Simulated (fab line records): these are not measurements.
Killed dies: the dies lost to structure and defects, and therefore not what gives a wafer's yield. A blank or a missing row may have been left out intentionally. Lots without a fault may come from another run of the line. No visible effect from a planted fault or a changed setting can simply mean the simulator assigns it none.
fab line records -- flow sky130
record: lots: 15, wafers: 45, lastDay: 50
route steps=708 shown FIELD_ISO@1 NWELL@34 SONOS_ONO@168 LDD_HVN@274
lots with no fault: from the same line, run without faults
startH: start of the lot's first displayed wafer, in hours after the record's first day -- waitH: hours elapsed since this lot's preceding step -- " the same as in the row above -- L1.1+2: several wafers, shown together as one row -- - either no value or no given start -- * or withheld: withheld -- < > ~ a bound
route shown NAME@n: NAME is a module with steps in the file, n the number in the route of the first one -- usual: average and standard deviation across the fault-free wafers -- same: alike in all rows -- chamber/n: place in a boat -- sites: each site's reading -- _std_site: standard deviation of those values -- _edge_site: outer sites' mean less inner sites' -- radiusMm: for every site, how far away it sits from the centre of the wafer -- mask NAME#n: copy n -- behind: tool/chamber where the wafer was last shaped -- hold: what put the lot on hold/how long, in hours/how the hold closed -- device: transistor that didn't switch, given as n, p or np -- end of line: tests of these same wafers at the route's end -- where a step has no rows: the recipe by itself -- killed: dies that structure and defects cost at the first sort, which is not the same as the wafer's yield -- map: per-die view of a wafer (x killed, . not killed, _ where there is no die)
set.NAME: the run value of the setting; set.NAME@STEP: its run value at that earlier step -- model.NAME: the simulator's own value behind a step, which no gauge read
the route's steps for a sample of lots (tables are steps, rows are wafers)
services: from which hour (startH, from the record's first day; less than 0 if before it) a tool's chamber was out of use, for how many hours, and why
== steps ==
step: SKY_FIELD_ISO_BOW_MEAS_00
recipe: mode: bow
usual: INCOMING_BOW: -1/6.5
lot.wafer,tool,chamber,startH,waitH,INCOMING_BOW[um]
L669.1,filmMetro-01,-,15.00,-,-7
L669.4,filmMetro-01,-,15.00,-,2
L669.6,filmMetro-01,-,15.00,-,-1
L670.1,filmMetro-04,-,20.00,-,-4
L670.2,filmMetro-04,-,20.00,-,-3
L670.5,filmMetro-04,-,20.00,-,-4
L671.2,filmMetro-01,-,25.02,-,7
L671.3,filmMetro-01,-,25.02,-,1
L671.5,filmMetro-01,-,25.02,-,-6
L673.1,filmMetro-02,-,35.00,-,-8
L673.2,filmMetro-02,-,35.00,-,-3
L673.4,filmMetro-02,-,35.00,-,3
L674.2,filmMetro-04,-,40.02,-,-4
L674.3,filmMetro-04,-,40.02,-,6
L674.4,filmMetro-04,-,40.02,-,0
L675.1,filmMetro-02,-,45.00,-,-1
L675.3,filmMetro-02,-,45.00,-,10
L675.5,filmMetro-02,-,45.00,-,6
L676.4,filmMetro-01,-,50.06,-,-11
L676.5,filmMetro-01,-,50.06,-,-4
L676.6,filmMetro-01,-,50.06,-,4
L677.2,filmMetro-02,-,55.02,-,6
L677.4,filmMetro-02,-,55.02,-,5
L677.6,filmMetro-02,-,55.02,-,-3
L678.1,filmMetro-01,-,60.00,-,8
L678.3,filmMetro-01,-,60.00,-,-17
L678.5,filmMetro-01,-,60.00,-,-12
L679.1,filmMetro-04,-,65.00,-,-2
L679.3,filmMetro-04,-,65.00,-,-3
L679.5,filmMetro-04,-,65.00,-,5
L687.3,filmMetro-04,-,105.04,-,10
L687.4,filmMetro-04,-,105.04,-,9
L687.6,filmMetro-04,-,105.04,-,3
L688.1,filmMetro-02,-,110.00,-,-10
L688.3,filmMetro-02,-,110.00,-,0
L688.5,filmMetro-02,-,110.00,-,-3
L689.1,filmMetro-02,-,115.00,-,0
L689.4,filmMetro-02,-,115.00,-,-8
L689.6,filmMetro-02,-,115.00,-,-12
L690.1,filmMetro-02,-,120.00,-,-7
L690.5,filmMetro-02,-,120.00,-,14
L690.6,filmMetro-02,-,120.00,-,-4
L691.3,filmMetro-01,-,125.04,-,13
L691.4,filmMetro-01,-,125.04,-,-11
L691.5,filmMetro-01,-,125.04,-,-1
step: SKY_NWELL_THK_MEAS_02
recipe: reads: SiO2_of_NWELL_OXIDATION_01
usual: NWELL_OXIDATION_THK: 10.02/0.21
lot.wafer,tool,chamber,startH,waitH,NWELL_OXIDATION_THK[nm]
L669.1,filmMetro-04,-,45.69,0.0,9.93
L669.4,filmMetro-04,-,45.69,0.0,9.82
L669.6,filmMetro-04,-,45.69,0.0,9.97
L670.1,filmMetro-04,-,49.95,0.0,10.13
L670.2,filmMetro-04,-,49.95,0.0,10.18
L670.5,filmMetro-04,-,49.95,0.0,10.05
L671.2,filmMetro-01,-,51.35,0.0,10.00
L671.3,filmMetro-01,-,51.35,0.0,9.87
L671.5,filmMetro-01,-,51.35,0.0,10.08
L673.1,filmMetro-01,-,64.56,0.0,10.10
L673.2,filmMetro-01,-,64.56,0.0,10.12
L673.4,filmMetro-01,-,64.56,0.0,10.05
L674.2,filmMetro-03,-,69.86,0.0,9.63
L674.3,filmMetro-03,-,69.86,0.0,9.53
L674.4,filmMetro-03,-,69.86,0.0,9.77
L675.1,filmMetro-03,-,73.64,0.0,10.17
L675.3,filmMetro-03,-,73.64,0.0,10.00
L675.5,filmMetro-03,-,73.64,0.0,9.86
L676.4,filmMetro-04,-,78.11,0.0,9.86
L676.5,filmMetro-04,-,78.11,0.0,10.23
L676.6,filmMetro-04,-,78.11,0.0,9.95
L677.2,filmMetro-03,-,83.04,0.0,10.32
L677.4,filmMetro-03,-,83.04,0.0,10.13
L677.6,filmMetro-03,-,83.04,0.0,10.31
L678.1,filmMetro-04,-,85.92,0.0,10.36
L678.3,filmMetro-04,-,85.92,0.0,10.24
L678.5,filmMetro-04,-,85.92,0.0,10.32
L679.1,filmMetro-03,-,92.58,0.0,9.72
L679.3,filmMetro-03,-,92.58,0.0,9.90
L679.5,filmMetro-03,-,92.58,0.0,9.95
L687.3,filmMetro-01,-,139.51,0.0,9.94
L687.4,filmMetro-01,-,139.51,0.0,10.04
L687.6,filmMetro-01,-,139.51,0.0,9.93
L688.1,filmMetro-04,-,140.97,0.0,10.22
L688.3,filmMetro-04,-,140.97,0.0,9.92
L688.5,filmMetro-04,-,140.97,0.0,10.03
L689.1,filmMetro-03,-,152.11,0.0,10.32
L689.4,filmMetro-03,-,152.11,0.0,10.28
L689.6,filmMetro-03,-,152.11,0.0,10.31
L690.1,filmMetro-01,-,161.53,0.0,10.05
L690.5,filmMetro-01,-,161.53,0.0,10.11
L690.6,filmMetro-01,-,161.53,0.0,10.05
L691.3,filmMetro-04,-,166.78,0.0,9.93
L691.4,filmMetro-04,-,166.78,0.0,9.92
L691.5,filmMetro-04,-,166.78,0.0,9.84
step: SKY_SONOS_ONO_OXIDATION_00
recipe: tempC: 800, ambient: O2, idleTempC: 700, rampUpCPerMin: 10, rampDownCPerMin: 3, stabiliseS: 600, purgeS: 300, targetThkA: 26, oxTimeS: 1249
lot.wafer,tool,chamber,startH,waitH
L669.1+4+6,furnace-02,0,265.19,0.0
L670.1+2+5,furnace-02,0,273.52,2.2
L671.2+3+5,furnace-01,0,277.51,1.6
L673.1+2+4,furnace-01,0,291.63,0.4
L674.2+3+4,furnace-01,0,303.18,1.8
L675.1+3+5,furnace-01,0,308.72,1.6
L676.4+5+6,furnace-02,0,317.95,1.6
L677.2+4+6,furnace-02,0,325.74,0.0
L678.1+3+5,furnace-02,0,328.26,0.4
L679.1+3+5,furnace-02,0,339.73,0.0
L687.3+4+6,furnace-02,0,405.02,1.1
L688.1+3+5,furnace-02,0,411.63,0.9
L689.1+4+6,furnace-01,0,428.50,0.0
L690.1+5+6,furnace-01,0,443.14,0.0
L691.3+4+5,furnace-01,0,452.95,1.2
step: SKY_SONOS_ONO_THK_MEAS_01
recipe: reads: SiO2_of_SONOS_ONO_OXIDATION_00
usual: SONOS_ONO_OXIDATION_THK: 2.58/0.06
lot.wafer,tool,chamber,startH,waitH,SONOS_ONO_OXIDATION_THK[nm]
L669.1,filmMetro-04,-,266.54,0.0,2.66
L669.4,filmMetro-04,-,266.54,0.0,2.62
L669.6,filmMetro-04,-,266.54,0.0,2.63
L670.1,filmMetro-04,-,274.87,0.0,2.51
L670.2,filmMetro-04,-,274.87,0.0,2.57
L670.5,filmMetro-04,-,274.87,0.0,2.62
L671.2,filmMetro-02,-,278.87,0.0,2.58
L671.3,filmMetro-02,-,278.87,0.0,2.54
L671.5,filmMetro-02,-,278.87,0.0,2.61
L673.1,filmMetro-01,-,292.98,0.0,2.60
L673.2,filmMetro-01,-,292.98,0.0,2.55
L673.4,filmMetro-01,-,292.98,0.0,2.57
L674.2,filmMetro-04,-,304.54,0.0,2.50
L674.3,filmMetro-04,-,304.54,0.0,2.55
L674.4,filmMetro-04,-,304.54,0.0,2.54
L675.1,filmMetro-02,-,310.06,0.0,2.56
L675.3,filmMetro-02,-,310.06,0.0,2.51
L675.5,filmMetro-02,-,310.06,0.0,2.53
L676.4,filmMetro-01,-,319.33,0.0,2.52
L676.5,filmMetro-01,-,319.33,0.0,2.56
L676.6,filmMetro-01,-,319.33,0.0,2.55
L677.2,filmMetro-01,-,327.10,0.0,3.43
L677.4,filmMetro-01,-,327.10,0.0,3.46
L677.6,filmMetro-01,-,327.10,0.0,3.44
L678.1,filmMetro-02,-,329.61,0.0,3.37
L678.3,filmMetro-02,-,329.61,0.0,3.53
L678.5,filmMetro-02,-,329.61,0.0,3.48
L679.1,filmMetro-01,-,341.08,0.0,3.38
L679.3,filmMetro-01,-,341.08,0.0,3.40
L679.5,filmMetro-01,-,341.08,0.0,3.39
L687.3,filmMetro-04,-,406.38,0.0,2.56
L687.4,filmMetro-04,-,406.38,0.0,2.56
L687.6,filmMetro-04,-,406.38,0.0,2.61
L688.1,filmMetro-04,-,412.98,0.0,2.64
L688.3,filmMetro-04,-,412.98,0.0,2.67
L688.5,filmMetro-04,-,412.98,0.0,2.69
L689.1,filmMetro-04,-,429.84,0.0,2.58
L689.4,filmMetro-04,-,429.84,0.0,2.67
L689.6,filmMetro-04,-,429.84,0.0,2.64
L690.1,filmMetro-02,-,444.49,0.0,2.73
L690.5,filmMetro-02,-,444.49,0.0,2.68
L690.6,filmMetro-02,-,444.49,0.0,2.65
L691.3,filmMetro-04,-,454.32,0.0,2.65
L691.4,filmMetro-04,-,454.32,0.0,2.63
L691.5,filmMetro-04,-,454.32,0.0,2.66
step: SKY_LDD_HVN_OVL_MEAS_07
usual: LDD_HVN_OVL: 0.2/1.3
lot.wafer,tool,chamber,startH,waitH,LDD_HVN_OVL[nm]
L669.1,overlay-01,-,475.58,0.1,-1.0
L669.4,overlay-01,-,475.58,0.1,1.0
L669.6,overlay-01,-,475.58,0.1,-0.4
L670.1,overlay-02,-,489.03,0.1,-1.3
L670.2,overlay-02,-,489.03,0.1,-0.7
L670.5,overlay-02,-,489.03,0.1,-1.0
L671.2,overlay-02,-,493.44,0.1,-0.7
L671.3,overlay-02,-,493.44,0.1,-0.6
L671.5,overlay-02,-,493.44,0.1,-1.1
L673.1,overlay-02,-,512.49,0.1,-1.3
L673.2,overlay-02,-,512.49,0.1,-2.8
L673.4,overlay-02,-,512.49,0.1,-2.3
L674.2,overlay-01,-,526.80,0.1,0.8
L674.3,overlay-01,-,526.80,0.1,1.1
L674.4,overlay-01,-,526.80,0.1,2.3
L675.1,overlay-02,-,538.39,0.1,2.5
L675.3,overlay-02,-,538.39,0.1,0.6
L675.5,overlay-02,-,538.39,0.1,0.6
L676.4,overlay-01,-,542.50,0.1,1.1
L676.5,overlay-01,-,542.50,0.1,1.3
L676.6,overlay-01,-,542.50,0.1,1.2
L677.2,overlay-02,-,547.80,0.1,2.0
L677.4,overlay-02,-,547.80,0.1,0.3
L677.6,overlay-02,-,547.80,0.1,2.1
L678.1,overlay-02,-,553.09,0.1,1.6
L678.3,overlay-02,-,553.09,0.1,-0.3
L678.5,overlay-02,-,553.09,0.1,0.4
L679.1,overlay-01,-,563.13,0.1,-1.5
L679.3,overlay-01,-,563.13,0.1,-0.3
L679.5,overlay-01,-,563.13,0.1,-2.2
L687.3,overlay-02,-,630.10,0.1,1.9
L687.4,overlay-02,-,630.10,0.1,-0.3
L687.6,overlay-02,-,630.10,0.1,0.6
L688.1,overlay-02,-,636.39,0.1,1.1
L688.3,overlay-02,-,636.39,0.1,0.3
L688.5,overlay-02,-,636.39,0.1,2.4
L689.1,overlay-01,-,651.58,0.1,-0.8
L689.4,overlay-01,-,651.58,0.1,-0.3
L689.6,overlay-01,-,651.58,0.1,-0.4
L690.1,overlay-01,-,665.53,0.1,2.0
L690.5,overlay-01,-,665.53,0.1,1.1
L690.6,overlay-01,-,665.53,0.1,-0.1
L691.3,overlay-02,-,675.25,0.1,-2.0
L691.4,overlay-02,-,675.25,0.1,-2.2
L691.5,overlay-02,-,675.25,0.1,-1.2
== services ==
tool,chamber,startH,hours,kind
furnace-02,-,253.39,4.2,repair
furnace-02,-,298.46,3.9,pm
furnace-01,-,367.70,3.7,pm
== key ==
firstSign: step: SKY_SONOS_ONO_THK_MEAS_01, reading: SONOS_ONO_OXIDATION_THK, direction: up, sigmas: 14, usual: 2.58, struck: 3.43
effect none on later readings
metAt SKY_SONOS_ONO_OXIDATION_00
struckLots L677,L678,L679
sortLeftOut L678.1,L678.3,L678.5
testerLeftOut L677,L678,L679
notActingAt SKY_FIELD_ISO_BOW_MEAS_00,SKY_NWELL_THK_MEAS_02,SKY_LDD_HVN_OVL_MEAS_07
fault: kind: processParameterDrift, tool: furnace-02, chamber: -, onsetH: 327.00, steps: SKY_SONOS_ONO_OXIDATION_00, channel: oxTimeS, offset: *, shape: step, endH: 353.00, actsIn: *, stated: *
testerLeftOut: of these lots the tester's yield and bins aren't shown, on N5 and GAA mostly nor the transistor test; their killed dies are dies lost to structure and defects alone, not to doping, threshold or leakage, so they don't give the yield
sortLeftOut: the simulated sort isn't trusted on such a fault, so these wafers' sort isn't shown, and their yield isn't known
